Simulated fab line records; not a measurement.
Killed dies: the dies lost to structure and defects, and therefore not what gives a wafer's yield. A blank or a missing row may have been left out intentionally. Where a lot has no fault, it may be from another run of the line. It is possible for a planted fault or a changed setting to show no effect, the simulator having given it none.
Chamber matching :: flow sky130 :: 3 sister chambers for SKY_VIA1_HDPCVD_00 on hdpcvd-01
The step deposits SiO2, target thk 1030 nm, time 171.7 s. 5 wafers are shown with their chamber, then 7 later ones without.

WAFERS PAIRED WITH THEIR CHAMBERS
wafer: L529.1
chamber: 2
run length s (s): 199.4
pressure mtorr (mTorr): 6.003

wafer: L530.4
chamber: 1
run length s (s): 198.5
pressure mtorr (mTorr): 6.023

wafer: L530.5
chamber: 0
run length s (s): 198.3
pressure mtorr (mTorr): 5.999

wafer: L539.2
chamber: 1
run length s (s): 198.5
pressure mtorr (mTorr): 5.992

wafer: L539.3
chamber: 0
run length s (s): 199.3
pressure mtorr (mTorr): 6.009

WAFERS WITHOUT THEIR CHAMBER
wafer: L539.5
run length s (s): 199.3
pressure mtorr (mTorr): 6.013

wafer: L542.3
run length s (s): 198.8
pressure mtorr (mTorr): 6.007

wafer: L542.4
run length s (s): 198.5
pressure mtorr (mTorr): 6.001

wafer: L542.5
run length s (s): 198.8
pressure mtorr (mTorr): 6.018

wafer: L544.1
run length s (s): 198.4
pressure mtorr (mTorr): 5.993

wafer: L544.3
run length s (s): 199.6
pressure mtorr (mTorr): 6.007

wafer: L544.4
run length s (s): 198.4
pressure mtorr (mTorr): 6.020

THE CHAMBER EACH PASSED THROUGH
wafer: L539.5
from the rows above: can't be placed: 2 or 0 or 1
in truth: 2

wafer: L542.3
from the rows above: can't be placed: 0 or 1 or 2
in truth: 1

wafer: L542.4
from the rows above: can't be placed: 1 or 0 or 2
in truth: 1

wafer: L542.5
from the rows above: can't be placed: 0 or 1 or 2
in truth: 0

wafer: L544.1
from the rows above: can't be placed: 1 or 0 or 2
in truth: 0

wafer: L544.3
from the rows above: can't be placed: 2 or 0 or 1
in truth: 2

wafer: L544.4
from the rows above: can't be placed: 1 or 0 or 2
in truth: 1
Correctly placed: 0 of 7. Unplaceable from these rows: 7, with the true chamber sitting among the candidates in 7. Wrongly placed: 0.
How it was worked out, from the rows above alone: a wafer's distance from a chamber is the root of the sum, over the readings, of the square of ((its reading less the chamber's mean) divided by the reading's scatter). The wafer belongs to the nearest chamber; if the next one is less than 2 further off, it can't be placed. Each chamber's mean is taken over the wafers shown for it. How the scatter is found: for the shown wafers, subtract from each reading the mean of its chamber, square and add these, divide the total by (wafers less chambers), then take the root.
